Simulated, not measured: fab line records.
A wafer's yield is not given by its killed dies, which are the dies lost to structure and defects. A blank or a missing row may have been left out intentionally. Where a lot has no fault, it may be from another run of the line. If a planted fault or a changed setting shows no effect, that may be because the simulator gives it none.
Struck lot and sound lot, side by side    flow sky130    20 out of 708 route steps
Sound: wafers L945.2, L945.3, L945.5. Struck: wafers L956.5, L956.6. At the end, the cause is stated.
Each step with rows lists, per side, the tool, then ch with its chambers, then its first start. Under that, the readings that differ: sound wafers    struck wafers    difference of the means    sigmas: that difference in standard deviations of wafers without a fault.
alike: words and numbers the same on both sides, and readings whose means are apart by under 2 such deviations; not compared: readings that were withheld, readings missing a value for some wafer, numbers with overlapping values and no deviation given by the record, and bounds like >300 which may hide the same value.
The two part at a step that has a row with sigmas, a row that says differs or no value, or rows on one side only. Numbers that have no deviation but don't overlap get no sigmas and don't part them. A reading missing from all wafers of one side parts the sides only when that side holds two or more wafers.

first, 4 steps without rows for these wafers: SKY_METAL3_STRIP_20 (strips in post etch residue remover, time 1200 s); SKY_METAL3_CLEAN_21 (cleans in IPA, time 180 s); SKY_METAL3_CLEAN_22 (cleans in O3/DIW); SKY_VIA3_HDPCVD_00 (deposits SiO2, target thk 1635 nm, time 272.5 s).
SKY_VIA3_THK_MEAS_01:
  struck on film metro-04, day 41 20:21; sound on film metro-04, day 38 08:47
  alike: VIA3_HDPCVD_THK
SKY_VIA3_CMP_02: polishes SiO2.
  sound on cmp-01 ch 0,1,3, day 38 08:53; struck on cmp-01 ch 1,2, day 41 20:34
  alike: motor current A
SKY_VIA3_BOW_MEAS_03:
  struck on film metro-04, day 41 20:45; sound on film metro-02, day 38 09:10
  alike: VIA3_BOW
then, 5 steps without rows for these wafers: SKY_VIA3_DEHYDRATE_04 (time 60 s); SKY_VIA3_HMDS_05 (prime time 60 s); SKY_VIA3_COAT_06 (resist thk 60 nm); SKY_VIA3_COAT_07 (resist thk 450 nm); SKY_VIA3_SOFTBAKE_08 (time 90 s).
SKY_VIA3_EXPOSE_09: exposes mask VIM3, target cd 200 nm.
  sound on krf scanner-01 ch 0, day 38 22:15; struck on krf scanner-01 ch 0, day 42 08:25
  alike: mask
then, 2 steps without rows for these wafers: SKY_VIA3_PEB_10; SKY_VIA3_DEVELOP_11 (develop time 60 s).
SKY_VIA3_CD_MEAS_12 targets a cd of 200 nm.
  struck on cd sem-02, day 42 19:42; sound on cd sem-02, day 39 10:14
reading     sound              struck       difference  sigmas
cd nm (nm)  199.5 200.3 201.2  146.5 146.1  -54.0       -45
SKY_VIA3_OVL_MEAS_13:
  struck on overlay-02, day 42 19:46; sound on overlay-01, day 39 10:20
  alike: VIA3_OVL
SKY_VIA3_ETCH_14: etches BARC in N2/H2, stops on SiO2, time 45.9 s, target depth 60 nm.
  sound on rie diel-03 ch 0,2, day 39 10:22; struck on rie diel-03 ch 0,3, day 42 19:47
reading                sound            struck       difference  sigmas
model.VIA3.cd nm (nm)  199.7 199.1 201  146.5 145.9  -53.7       
  alike: chamber pressure mTorr, drypump motor current A, oes product au, throttle valve pct
  not compared: rf hours counter h
SKY_VIA3_ETCH_15: etches SiO2 in C4F8/O2/Ar, stops on TiN, target depth 507 nm, time 78 s.
  sound on rie diel-03 ch 0,2, day 39 10:25; struck on rie diel-03 ch 0,3, day 42 19:51
reading                sound            struck       difference  sigmas
model.VIA3.cd nm (nm)  205 198.3 206.4  149.3 149.6  -53.8       
  alike: chamber pressure mTorr, oes product au
  not compared: rf hours counter h
SKY_VIA3_STRIP_16: strips in O2/N2.
  sound on plasma asher-02 ch 0,1, day 39 10:29; struck on plasma asher-04 ch 0,1, day 42 19:56
  alike: chamber pressure mTorr, drypump motor current A, oes product au, strip time to endpoint s
  not compared: rf hours counter h

## WHERE THEY PART
At SKY_VIA3_CD_MEAS_12 and nowhere else, as far as this record goes. Later steps at which nothing parts them and some readings are alike: SKY_VIA3_OVL_MEAS_13, SKY_VIA3_ETCH_14, SKY_VIA3_ETCH_15, SKY_VIA3_STRIP_16.

WHY: what had been put in by the simulator
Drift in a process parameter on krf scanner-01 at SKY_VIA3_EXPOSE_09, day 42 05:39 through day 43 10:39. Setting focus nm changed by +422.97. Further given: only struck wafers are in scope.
